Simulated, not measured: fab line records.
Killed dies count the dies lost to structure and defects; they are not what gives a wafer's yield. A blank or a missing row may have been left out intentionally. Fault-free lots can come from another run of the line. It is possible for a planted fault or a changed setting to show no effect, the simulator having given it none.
fab line records -- flow sfq_line
[record] lots = 6, wafers = 18, last_day = 80
route steps=325 shown I3@137 M4@148 I4@163 JJ@178 M8@325
lots that met no fault: from a run of the same line without faults
start_h: hours from the record's opening day to when the first of the lot's shown wafers began -- wait_h: time in hours since the lot's previous step -- " repeats the value in the row above -- L1.1+2: several wafers, shown together as one row -- - no value, or no start given -- * or withheld: withheld -- < > ~ a bound
route shown NAME@n: a module of which the file shows steps, and the number in the route of the first -- usual: mean/standard deviation of fault-free wafers -- same: alike in all rows -- chamber/n: place in a boat -- sites: the reading at each site -- _std_site: the values' standard deviation -- _edge_site: inner sites' mean taken away from outer sites' mean -- radius_mm: for every site, how far away it sits from the centre of the wafer -- mask NAME#n: copy n -- behind: the most recent tool/chamber to have shaped the wafer -- hold: why the lot went on hold/how many hours it stayed there/how the hold came to an end -- device: the n, p or np transistor that did not switch -- end of line: the tests these same wafers got at the end of their route -- a step without rows: its recipe alone -- killed: count of dies lost to structure and defects at first sort (not the wafer's yield) -- map: per-die view of a wafer (x killed, . not killed, _ where there is no die)
set.NAME: the run value of the setting; set.NAME@STEP: its run value at that earlier step -- model.NAME: the simulator's own value behind a step, which no gauge read
certain route steps with their lots: each step a table, each wafer a row
services: from which hour (start_h, from the record's first day; less than 0 if before it) a tool's chamber was out of use, for how many hours, and why
[[steps]]
[step SFQ_TRILAYER_I3_VIA_LITHO_COAT_090]
[recipe] resist = BARC, spin_rpm = 3000, resist_thk_nm = 62
[step SFQ_TRILAYER_I3_VIA_LITHO_COAT_085]
[recipe] resist = KrF, spin_rpm = 3000, resist_thk_nm = 650
[step SFQ_TRILAYER_I3_VIA_LITHO_SOFTBAKE_089]
[recipe] temp_c = withheld, time_s = withheld, resist = KrF
[step SFQ_TRILAYER_I3_VIA_LITHO_EXPOSE_086]
[recipe] mask_id = I3, na = 0.6, source_shape = conventional, sigma_outer = 0.65, target_cd_nm = 500, dose_mj = 21.3
[step SFQ_TRILAYER_I3_VIA_LITHO_PEB_088]
[recipe] peb_temp_c = 115, peb_time_s = 60, resist = KrF
[step SFQ_TRILAYER_I3_VIA_LITHO_DEVELOP_087]
[recipe] time_s = 60, resist = KrF
[step SFQ_I3_OVL_MEAS_923]
[usual] I3_OVL = -1/5.8
lot.wafer,tool,chamber,start_h,wait_h,I3_OVL[nm]
L473.2,overlay-02,-,756.98,0.1,-3
L473.3,overlay-02,-,756.98,0.1,-8
L473.4,overlay-02,-,756.98,0.1,-1
L474.1,overlay-02,-,766.57,0.1,8
L474.5,overlay-02,-,766.57,0.1,8
L474.6,overlay-02,-,766.57,0.1,6
L482.3,overlay-01,-,838.03,0.1,1
L482.5,overlay-01,-,838.03,0.1,4
L482.6,overlay-01,-,838.03,0.1,7
L484.2,overlay-02,-,848.83,0.1,-1
L484.5,overlay-02,-,848.83,0.1,8
L484.6,overlay-02,-,848.83,0.1,1
L486.2,overlay-02,-,871.63,0.1,-3
L486.4,overlay-02,-,871.63,0.1,-1
L486.5,overlay-02,-,871.63,0.1,8
L493.3,overlay-02,-,925.63,0.1,0
L493.4,overlay-02,-,925.63,0.1,0
L493.5,overlay-02,-,925.63,0.1,-4
[step SFQ_TRILAYER_I3_VIA_BARC_OPEN_VIA_ETCH_121]
[recipe] mask_material = PR, chemistry = O2, target_depth_nm = 125, target = BARC, source_w = 500, bias_w = 80, pressure_mtorr = 30, time_s = 41.7
[usual] drypump_motor_current_A = 5.7/0.43, oes_product_au = 0.686/0.0043
lot.wafer,tool,chamber,start_h,wait_h,drypump_motor_current_A,oes_product_au,rf_hours_counter_h
L473.2,rie_diel-04,1,757.01,0.0,6.6,0.683,47
L473.3,rie_diel-04,0,757.01,0.0,5.7,0.684,3
L473.4,rie_diel-04,2,757.01,0.0,6.0,0.688,17
L474.1,rie_diel-03,0,766.61,0.0,4.8,0.681,8
L474.5,rie_diel-03,0,766.61,0.0,4.8,0.688,-
L474.6,rie_diel-03,3,766.61,0.0,5.8,0.687,-
L482.3,rie_diel-03,3,838.06,0.0,5.9,0.684,15
L482.5,rie_diel-03,3,838.06,0.0,5.9,0.685,-
L482.6,rie_diel-03,0,838.06,0.0,4.8,0.686,-
L484.2,rie_diel-01,2,848.86,0.0,5.8,0.695,18
L484.5,rie_diel-01,0,848.86,0.0,5.6,0.684,-
L484.6,rie_diel-01,3,848.86,0.0,6.2,0.685,-
L486.2,rie_diel-03,1,871.66,0.0,5.4,0.690,11
L486.4,rie_diel-03,3,871.66,0.0,5.9,0.691,15
L486.5,rie_diel-03,2,871.66,0.0,5.7,0.684,-
L493.3,rie_diel-01,0,925.66,0.0,5.6,0.682,18
L493.4,rie_diel-01,3,925.66,0.0,6.2,0.686,17
L493.5,rie_diel-01,1,925.66,0.0,5.8,0.684,-
[step SFQ_TRILAYER_I3_VIA_ETCH_VIA_ETCH_088]
[recipe] target = SiO2, stop_on = Nb, mask_material = PR, taper_deg = 20, chemistry = CHF3, target_depth_nm = 260, source_w = 500, bias_w = 80, pressure_mtorr = 30, time_s = withheld
[step SFQ_TRILAYER_I3_VIA_STRIP_STRIP_089]
[recipe] gas = O2, power_w = 200, platen_temp_c = 40, overash_fraction = 0.65, chemistry = O2, pressure_mtorr = 50
[usual] drypump_motor_current_A = 5.5/0.35, oes_product_au = 1.002/0.013
lot.wafer,tool,chamber,start_h,wait_h,drypump_motor_current_A,oes_product_au,rf_hours_counter_h
L473.2,rie_metal-03,1,757.16,-,5.4,1.004,43
L473.3,rie_metal-03,0,757.16,-,5.3,0.986,-
L473.4,rie_metal-03,1,757.16,-,5.4,1.002,-
L474.1,rie_metal-02,0,766.76,-,5.7,0.993,143
L474.5,rie_metal-02,0,766.76,-,5.7,1.001,-
L474.6,rie_metal-02,1,766.76,-,6.0,0.989,-
L482.3,rie_metal-02,1,838.41,-,5.9,0.989,-
L482.5,rie_metal-02,0,838.41,-,5.8,1.005,-
L482.6,rie_metal-02,1,838.41,-,5.9,0.982,-
L484.2,rie_metal-02,1,849.01,-,6.0,0.987,124
L484.5,rie_metal-02,0,849.01,-,5.8,1.002,-
L484.6,rie_metal-02,1,849.01,-,5.9,0.987,-
L486.2,rie_metal-01,1,871.81,-,5.2,1.019,97
L486.4,rie_metal-01,1,871.81,-,5.2,1.031,-
L486.5,rie_metal-01,0,871.81,-,5.1,1.008,-
L493.3,rie_metal-03,0,926.01,-,5.3,0.989,-
L493.4,rie_metal-03,1,926.01,-,5.4,1.010,-
L493.5,rie_metal-03,1,926.01,-,5.4,1.022,-
[step SFQ_TRILAYER_I3_VIA_STRIP_SOLV_CLEAN_090]
[recipe] chemistry = NMP, temp_c = 70, time_s = 600
[step SFQ_TRILAYER_M4_DEP_PRE_CLEAN_092]
[recipe] gas = Ar, time_s = 22.5, bias_v = 250
[step SFQ_TRILAYER_M4_DEP_SPUTTER_091]
[recipe] material = Nb, base_pressure_pa = 1.33e-06, chamber_pressure_pa = 0.1333, substrate_temp_c = 20, resputter_cathode_voltage_v = 400, target_thk_nm = 200, power_w = 2000, time_s = 133.3
[usual] cathode_dc_power_W = 2000.0/0.38, resputter_cathode_voltage_v = 400/3.8, throttle_valve_pct = 30.7/0.78
lot.wafer,tool,chamber,start_h,wait_h,cathode_dc_power_W,resputter_cathode_voltage_v,throttle_valve_pct,model.Nb_of_TRILAYER_M4_DEP_SPUTTER_091.thk_nm
L473.2,pvd_sputter-04,-,757.97,0.0,1999.4,402,30.3,199.8
L473.3,pvd_sputter-04,-,757.97,0.0,1999.6,401,31.0,198.9
L473.4,pvd_sputter-04,-,757.97,0.0,2000.3,392,31.1,198.1
L474.1,pvd_sputter-03,-,767.57,0.0,1999.6,401,30.8,199.5
L474.5,pvd_sputter-03,-,767.57,0.0,2000.2,392,29.9,206.6
L474.6,pvd_sputter-03,-,767.57,0.0,1999.9,401,28.7,200.7
L482.3,pvd_sputter-03,-,839.02,0.0,2261.6,402,31.3,227.8
L482.5,pvd_sputter-03,-,839.02,0.0,2260.8,399,30.8,230.1
L482.6,pvd_sputter-03,-,839.02,0.0,2260.9,393,31.2,228.1
L484.2,pvd_sputter-04,-,849.85,0.0,2000.4,399,31.0,201
L484.5,pvd_sputter-04,-,849.85,0.0,2000.1,407,30.6,201.4
L484.6,pvd_sputter-04,-,849.85,0.0,2000.1,402,31.7,199.1
L486.2,pvd_sputter-03,-,872.62,0.0,2260.9,406,28.8,225.4
L486.4,pvd_sputter-03,-,872.62,0.0,2261.3,400,30.2,232.2
L486.5,pvd_sputter-03,-,872.62,0.0,2260.7,402,30.8,228.5
L493.3,pvd_sputter-05,-,926.62,0.0,1999.8,399,31.7,198.9
L493.4,pvd_sputter-05,-,926.62,0.0,2000.8,398,30.9,199
L493.5,pvd_sputter-05,-,926.62,0.0,2000.2,404,30.2,200.8
[step SFQ_M4_RS_MEAS_924]
[recipe] thk_meas_gauge = four-point-probe, reads = Nb_of_TRILAYER_M4_DEP_SPUTTER_091
[usual] M4_NB_RS = 0.884/0.011
lot.wafer,tool,chamber,start_h,wait_h,M4_NB_RS[ohm/sq]
L473.2,film_metro-03,-,758.08,0.1,0.890
L473.3,film_metro-03,-,758.08,0.1,0.895
L473.4,film_metro-03,-,758.08,0.1,0.898
L474.1,film_metro-03,-,767.66,0.0,0.891
L474.5,film_metro-03,-,767.66,0.0,0.860
L474.6,film_metro-03,-,767.66,0.0,0.887
L482.3,film_metro-03,-,839.15,0.1,0.780
L482.5,film_metro-03,-,839.15,0.1,0.771
L482.6,film_metro-03,-,839.15,0.1,0.779
L484.2,film_metro-01,-,849.97,0.1,0.887
L484.5,film_metro-01,-,849.97,0.1,0.882
L484.6,film_metro-01,-,849.97,0.1,0.892
L486.2,film_metro-04,-,872.73,0.1,0.788
L486.4,film_metro-04,-,872.73,0.1,0.765
L486.5,film_metro-04,-,872.73,0.1,0.777
L493.3,film_metro-03,-,926.75,0.1,0.895
L493.4,film_metro-03,-,926.75,0.1,0.893
L493.5,film_metro-03,-,926.75,0.1,0.884
[step SFQ_TRILAYER_M4_LITHO_COAT_098]
[recipe] resist = BARC, spin_rpm = 3000, resist_thk_nm = 62
[step SFQ_TRILAYER_M4_LITHO_COAT_093]
[recipe] resist = KrF, spin_rpm = 3000, resist_thk_nm = 600
[step SFQ_TRILAYER_M4_LITHO_SOFTBAKE_097]
[recipe] temp_c = withheld, time_s = withheld, resist = KrF
[step SFQ_TRILAYER_M4_LITHO_EXPOSE_094]
[recipe] mask_id = M4, na = 0.6, source_shape = conventional, sigma_outer = 0.65, target_cd_nm = 500, dose_mj = 14.4
[step SFQ_TRILAYER_M4_LITHO_PEB_096]
[recipe] peb_temp_c = 115, peb_time_s = 60, resist = KrF
[step SFQ_TRILAYER_M4_LITHO_DEVELOP_095]
[recipe] time_s = 60, resist = KrF
[step SFQ_M4_OVL_MEAS_926]
[usual] M4_OVL = 3/6.6
lot.wafer,tool,chamber,start_h,wait_h,M4_OVL[nm]
L473.2,overlay-02,-,821.36,0.1,4
L473.3,overlay-02,-,821.36,0.1,13
L473.4,overlay-02,-,821.36,0.1,4
L474.1,overlay-02,-,831.73,0.1,6
L474.5,overlay-02,-,831.73,0.1,8
L474.6,overlay-02,-,831.73,0.1,11
L482.3,overlay-01,-,891.45,0.1,4
L482.5,overlay-01,-,891.45,0.1,5
L482.6,overlay-01,-,891.45,0.1,-3
L484.2,overlay-01,-,898.64,0.1,6
L484.5,overlay-01,-,898.64,0.1,4
L484.6,overlay-01,-,898.64,0.1,0
L486.2,overlay-02,-,914.24,0.1,15
L486.4,overlay-02,-,914.24,0.1,7
L486.5,overlay-02,-,914.24,0.1,-1
L493.3,overlay-02,-,954.95,0.1,1
L493.4,overlay-02,-,954.95,0.1,5
L493.5,overlay-02,-,954.95,0.1,0
[step SFQ_TRILAYER_M4_BARC_OPEN_METAL_ETCH_123]
[recipe] mask_material = PR, chemistry = O2, target_depth_nm = 125, target = BARC, icp_w = 600, bias_w = 80, pressure_mtorr = 10, time_s = 41.7
[usual] drypump_motor_current_A = 5.5/0.37, oes_product_au = 0.685/0.0046
lot.wafer,tool,chamber,start_h,wait_h,drypump_motor_current_A,oes_product_au,rf_hours_counter_h
L473.2,rie_metal-02,1,821.39,0.0,5.9,0.686,118
L473.3,rie_metal-02,0,821.39,0.0,5.7,0.683,-
L473.4,rie_metal-02,1,821.39,0.0,5.9,0.687,-
L474.1,rie_metal-03,0,831.77,0.0,5.3,0.692,63
L474.5,rie_metal-03,0,831.77,0.0,5.3,0.684,-
L474.6,rie_metal-03,1,831.77,0.0,5.4,0.683,-
L482.3,rie_metal-02,1,891.51,0.1,5.9,0.691,-
L482.5,rie_metal-02,1,891.51,0.1,5.9,0.677,-
L482.6,rie_metal-02,1,891.51,0.1,6.0,0.687,-
L484.2,rie_metal-04,1,898.67,0.0,4.8,0.690,112
L484.5,rie_metal-04,1,898.67,0.0,4.8,0.676,-
L484.6,rie_metal-04,0,898.67,0.0,5.1,0.684,-
L486.2,rie_metal-04,1,914.27,0.0,4.8,0.690,115
L486.4,rie_metal-04,1,914.27,0.0,4.9,0.693,-
L486.5,rie_metal-04,0,914.27,0.0,5.1,0.680,-
L493.3,rie_metal-02,0,954.99,0.0,5.7,0.685,-
L493.4,rie_metal-02,1,954.99,0.0,5.9,0.690,-
L493.5,rie_metal-02,0,954.99,0.0,5.8,0.686,-
[step SFQ_TRILAYER_M4_ETCH_METAL_ETCH_096]
[recipe] target = Nb, stop_on = SiO2, mask_material = PR, chemistry = Cl2/Ar, target_depth_nm = 240, icp_w = 600, bias_w = 80, pressure_mtorr = 10, time_s = 120
[usual] drypump_motor_current_A = 5.5/0.37, oes_product_au = 0.897/0.0084
lot.wafer,tool,chamber,start_h,wait_h,drypump_motor_current_A,oes_product_au,rf_hours_counter_h
L473.2,rie_metal-02,1,821.45,0.0,5.9,0.891,118
L473.3,rie_metal-02,0,821.45,0.0,5.8,0.888,-
L473.4,rie_metal-02,1,821.45,0.0,6.0,0.889,-
L474.1,rie_metal-03,0,831.83,0.0,5.3,0.898,63
L474.5,rie_metal-03,0,831.83,0.0,5.3,0.913,-
L474.6,rie_metal-03,1,831.83,0.0,5.4,0.901,-
L482.3,rie_metal-02,1,891.68,0.1,6.0,0.967,-
L482.5,rie_metal-02,1,891.68,0.1,6.0,0.970,-
L482.6,rie_metal-02,1,891.68,0.1,5.9,0.964,-
L484.2,rie_metal-04,1,898.73,0.0,4.9,0.898,112
L484.5,rie_metal-04,1,898.73,0.0,4.9,0.894,-
L484.6,rie_metal-04,0,898.73,0.0,5.1,0.892,-
L486.2,rie_metal-04,1,914.33,0.0,4.8,0.963,115
L486.4,rie_metal-04,1,914.33,0.0,4.9,0.978,-
L486.5,rie_metal-04,0,914.33,0.0,5.1,0.963,-
L493.3,rie_metal-02,0,955.08,0.1,5.8,0.888,-
L493.4,rie_metal-02,1,955.08,0.1,5.9,0.894,-
L493.5,rie_metal-02,0,955.08,0.1,5.7,0.899,-
[step SFQ_TRILAYER_M4_STRIP_STRIP_097]
[recipe] gas = O2, power_w = 200, platen_temp_c = 40, overash_fraction = 0.65, chemistry = O2, pressure_mtorr = 50
[step SFQ_TRILAYER_M4_STRIP_SOLV_CLEAN_098]
[recipe] chemistry = NMP, temp_c = 70, time_s = 600
[step SFQ_TRILAYER_I4_DEP_PECVD_099]
[recipe] material = SiO2, temp_c = 150, time_s = 111.11, pressure_torr = 2.4, rf_w = 183.3, precursor = SiH4/N2O, target_thk_nm = 500
[step SFQ_TRILAYER_I4_CMP_CMP_100]
[recipe] material = SiO2, down_force_psi = 3, platen_rpm = 60, pad_velocity_m_s = 0.94248
[step SFQ_I4_BOW_MEAS_927]
[recipe] mode = bow
[usual] I4_BOW = 6/10
lot.wafer,tool,chamber,start_h,wait_h,I4_BOW[um]
L473.2,film_metro-02,-,883.90,2.0,20
L473.3,film_metro-02,-,883.90,2.0,14
L473.4,film_metro-02,-,883.90,2.0,16
L474.1,film_metro-01,-,892.88,2.0,12
L474.5,film_metro-01,-,892.88,2.0,10
L474.6,film_metro-01,-,892.88,2.0,11
L482.3,film_metro-03,-,957.25,2.0,-9
L482.5,film_metro-03,-,957.25,2.0,-20
L482.6,film_metro-03,-,957.25,2.0,-4
L484.2,film_metro-02,-,965.41,2.5,-7
L484.5,film_metro-02,-,965.41,2.5,-13
L484.6,film_metro-02,-,965.41,2.5,-12
L486.2,film_metro-02,-,982.72,1.5,6
L486.4,film_metro-02,-,982.72,1.5,6
L486.5,film_metro-02,-,982.72,1.5,0
L493.3,film_metro-03,-,1030.74,1.5,5
L493.4,film_metro-03,-,1030.74,1.5,-3
L493.5,film_metro-03,-,1030.74,1.5,-1
[step SFQ_TRILAYER_I4_METRO_MEASURE_101]
[step SFQ_TRILAYER_I4_VIA_LITHO_COAT_108]
[recipe] resist = BARC, spin_rpm = 3000, resist_thk_nm = 62
[step SFQ_TRILAYER_I4_VIA_LITHO_COAT_103]
[recipe] resist = KrF, spin_rpm = 3000, resist_thk_nm = 650
[step SFQ_TRILAYER_I4_VIA_LITHO_SOFTBAKE_107]
[recipe] temp_c = withheld, time_s = withheld, resist = KrF
[step SFQ_TRILAYER_I4_VIA_LITHO_EXPOSE_104]
[recipe] mask_id = I4, na = 0.6, source_shape = conventional, sigma_outer = 0.65, target_cd_nm = 700, dose_mj = 21.3
[step SFQ_TRILAYER_I4_VIA_LITHO_PEB_106]
[recipe] peb_temp_c = 115, peb_time_s = 60, resist = KrF
[step SFQ_TRILAYER_I4_VIA_LITHO_DEVELOP_105]
[recipe] time_s = 60, resist = KrF
[step SFQ_I4_OVL_MEAS_928]
[usual] I4_OVL = -1/4.8
lot.wafer,tool,chamber,start_h,wait_h,I4_OVL[nm]
L473.2,overlay-02,-,966.33,0.1,-5
L473.3,overlay-02,-,966.33,0.1,-13
L473.4,overlay-02,-,966.33,0.1,-3
L474.1,overlay-02,-,981.50,0.1,2
L474.5,overlay-02,-,981.50,0.1,-1
L474.6,overlay-02,-,981.50,0.1,-6
L482.3,overlay-01,-,1052.28,0.1,5
L482.5,overlay-01,-,1052.28,0.1,5
L482.6,overlay-01,-,1052.28,0.1,3
L484.2,overlay-02,-,1061.87,0.1,0
L484.5,overlay-02,-,1061.87,0.1,-3
L484.6,overlay-02,-,1061.87,0.1,4
L486.2,overlay-01,-,1079.87,0.1,1
L486.4,overlay-01,-,1079.87,0.1,4
L486.5,overlay-01,-,1079.87,0.1,-4
L493.3,overlay-02,-,1152.53,0.1,9
L493.4,overlay-02,-,1152.53,0.1,-2
L493.5,overlay-02,-,1152.53,0.1,-1
[step SFQ_TRILAYER_I4_VIA_BARC_OPEN_VIA_ETCH_146]
[recipe] mask_material = PR, chemistry = O2, target_depth_nm = 125, target = BARC, source_w = 500, bias_w = 80, pressure_mtorr = 30, time_s = 41.7
[usual] drypump_motor_current_A = 5.6/0.38, oes_product_au = 0.685/0.005
lot.wafer,tool,chamber,start_h,wait_h,drypump_motor_current_A,oes_product_au,rf_hours_counter_h
L473.2,rie_diel-03,2,966.36,0.0,5.7,0.682,22
L473.3,rie_diel-03,0,966.36,0.0,4.8,0.676,12
L473.4,rie_diel-03,1,966.36,0.0,5.4,0.683,13
L474.1,rie_diel-03,2,981.53,0.0,5.7,0.683,22
L474.5,rie_diel-03,1,981.53,0.0,5.5,0.691,-
L474.6,rie_diel-03,0,981.53,0.0,4.8,0.679,-
L482.3,rie_diel-03,3,1052.30,0.0,5.9,0.684,20
L482.5,rie_diel-03,3,1052.30,0.0,5.9,0.692,-
L482.6,rie_diel-03,0,1052.30,0.0,4.8,0.679,-
L484.2,rie_diel-03,0,1061.90,0.0,4.8,0.686,14
L484.5,rie_diel-03,0,1061.90,0.0,4.8,0.691,-
L484.6,rie_diel-03,1,1061.90,0.0,5.4,0.682,-
L486.2,rie_diel-02,2,1079.90,0.0,5.8,0.682,10
L486.4,rie_diel-02,1,1079.90,0.0,5.4,0.683,17
L486.5,rie_diel-02,2,1079.90,0.0,5.8,0.682,-
L493.3,rie_diel-02,2,1152.56,0.0,5.8,0.687,11
L493.4,rie_diel-02,3,1152.56,0.0,5.8,0.688,3
L493.5,rie_diel-02,3,1152.56,0.0,5.8,0.683,-
[step SFQ_TRILAYER_I4_VIA_ETCH_VIA_ETCH_106]
[recipe] target = SiO2, stop_on = Nb, mask_material = PR, taper_deg = 20, chemistry = CHF3, target_depth_nm = 260, source_w = 500, bias_w = 80, pressure_mtorr = 30, time_s = withheld
[step SFQ_TRILAYER_I4_VIA_STRIP_STRIP_107]
[recipe] gas = O2, power_w = 200, platen_temp_c = 40, overash_fraction = 0.65, chemistry = O2, pressure_mtorr = 50
[usual] drypump_motor_current_A = 5.3/0.41, oes_product_au = 1.011/0.012
lot.wafer,tool,chamber,start_h,wait_h,drypump_motor_current_A,oes_product_au,rf_hours_counter_h
L473.2,rie_metal-01,0,966.51,-,5.1,1.006,143
L473.3,rie_metal-01,1,966.51,-,5.2,1.022,-
L473.4,rie_metal-01,0,966.51,-,5.1,1.013,-
L474.1,rie_metal-01,0,981.69,-,5.1,0.994,145
L474.5,rie_metal-01,0,981.69,-,5.1,1.001,-
L474.6,rie_metal-01,1,981.69,-,5.2,1.007,-
L482.3,rie_metal-01,0,1052.65,-,5.1,1.018,-
L482.5,rie_metal-01,1,1052.65,-,5.2,1.025,-
L482.6,rie_metal-01,0,1052.65,-,5.1,1.002,-
L484.2,rie_metal-04,1,1062.25,-,4.8,1.011,-
L484.5,rie_metal-04,1,1062.25,-,4.8,1.013,-
L484.6,rie_metal-04,1,1062.25,-,4.8,1.003,-
L486.2,rie_metal-04,0,1080.05,-,5.1,1.017,117
L486.4,rie_metal-04,1,1080.05,-,4.8,1.011,-
L486.5,rie_metal-04,1,1080.05,-,4.8,1.019,-
L493.3,rie_metal-04,1,1152.91,-,4.8,1.006,-
L493.4,rie_metal-04,0,1152.91,-,5.1,1.014,-
L493.5,rie_metal-04,0,1152.91,-,5.1,1.013,-
[step SFQ_TRILAYER_I4_VIA_STRIP_SOLV_CLEAN_108]
[recipe] chemistry = NMP, temp_c = 70, time_s = 600
[step SFQ_TRILAYER_JJ_TRILAYER_DEP_PRE_CLEAN_113]
[recipe] gas = Ar, time_s = 22.5, bias_v = 250
[step SFQ_M8_BOW_MEAS_951]
[recipe] mode = bow
[usual] M8_BOW = 12/12
lot.wafer,tool,chamber,start_h,wait_h,M8_BOW[um],model.etest.m4.ohm_um,model.etest.i3.link_ohm,model.etest.i4.link_ohm,model.etest.m4.ohm_sq
L473.2,film_metro-01,-,1826.49,0.0,17,1.785,1.955,2.163,0.8907
L473.3,film_metro-01,-,1826.49,0.0,12,1.789,1.989,2.175,0.8945
L473.4,film_metro-01,-,1826.49,0.0,12,1.806,1.984,2.17,0.8981
L474.1,film_metro-02,-,1830.07,0.0,21,1.785,1.964,2.169,0.8917
L474.5,film_metro-02,-,1830.07,0.0,21,1.722,1.946,2.144,0.8614
L474.6,film_metro-02,-,1830.07,0.0,21,1.77,1.958,2.178,0.8867
L482.3,film_metro-01,-,1879.06,0.0,-3,1.564,1.843,2.037,0.781
L482.5,film_metro-01,-,1879.06,0.0,-14,1.556,1.82,2.029,0.7731
L482.6,film_metro-01,-,1879.06,0.0,1,1.567,1.838,2.045,0.78
L484.2,film_metro-03,-,1883.84,0.0,0,1.794,1.958,2.161,0.8853
L484.5,film_metro-03,-,1883.84,0.0,-3,1.794,1.961,2.164,0.8836
L484.6,film_metro-03,-,1883.84,0.0,-5,1.8,1.973,2.172,0.8936
L486.2,film_metro-02,-,1887.44,0.0,2,1.592,1.839,2.063,0.7893
L486.4,film_metro-02,-,1887.44,0.0,4,1.551,1.813,2.041,0.7664
L486.5,film_metro-02,-,1887.44,0.0,-1,1.563,1.834,2.048,0.7788
L493.3,film_metro-03,-,1911.46,0.0,17,1.787,1.962,2.211,0.8946
L493.4,film_metro-03,-,1911.46,0.0,9,1.796,1.974,2.163,0.8943
L493.5,film_metro-03,-,1911.46,0.0,10,1.771,1.963,2.163,0.8861
[[services]]
tool,chamber,start_h,hours,kind
rie_diel-03,-,744.54,15.6,pm
rie_metal-04,1,749.18,16.4,repair
pvd_sputter-03,-,769.18,0.9,repair
rie_diel-03,-,829.15,1.7,repair
rie_metal-03,-,837.32,15.6,pm
rie_metal-03,-,866.77,14.6,pm
rie_diel-03,-,873.87,0.5,repair
rie_diel-03,0,875.55,14.3,repair
rie_metal-04,-,888.16,1.4,pm
rie_diel-03,1,917.63,6.1,repair
rie_metal-01,-,926.83,2.8,pm
rie_metal-03,1,942.42,2.1,repair
rie_metal-03,-,962.67,28.1,pm
rie_metal-01,-,1025.45,1.4,pm
rie_metal-04,-,1043.53,6.1,repair
rie_metal-04,0,1055.49,16.3,repair
rie_metal-01,0,1056.92,15.5,repair
rie_metal-02,0,1059.60,20.6,repair
rie_metal-03,1,1079.16,8.3,repair
rie_metal-02,1,1103.49,5.7,repair
rie_metal-02,-,1124.02,2.8,pm
rie_diel-03,2,1129.22,7.7,repair
rie_metal-03,-,1134.19,2.8,pm
rie_diel-03,-,1150.78,1.5,repair
[[key]]
[first_sign] step = SFQ_TRILAYER_M4_DEP_SPUTTER_091, reading = cathode_dc_power_W, direction = up, sigmas = 99+, usual = 2000.0, struck = 2261.1
[effect] step = SFQ_M4_RS_MEAS_924, reading = M4_NB_RS, direction = down, sigmas = 9.8, usual = 0.884, struck = 0.777
[effect] step = SFQ_TRILAYER_M4_ETCH_METAL_ETCH_096, reading = oes_product_au, direction = up, sigmas = 8.4, usual = 0.897, struck = 0.968
[model_effect] step = SFQ_TRILAYER_M4_DEP_SPUTTER_091, value = Nb_of_TRILAYER_M4_DEP_SPUTTER_091.thk_nm, without = 202.6, struck = 228.7
[model_effect] step = SFQ_M8_BOW_MEAS_951, value = etest.m4.ohm_um, without = 1.767, struck = 1.566
met_at SFQ_TRILAYER_M4_DEP_SPUTTER_091
struck_wafers L482.3,L482.5,L482.6,L486.2,L486.4,L486.5
onset_between 767.57 839.02
[fault] kind = process_parameter_drift, tool = pvd_sputter-03, chamber = -, onset_h = 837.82, steps = SFQ_TRILAYER_M4_DEP_SPUTTER_091, channel = power_w, offset = 260.91, shape = step, end_h = 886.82, acts_in = these_recipes_only, stated = 2000
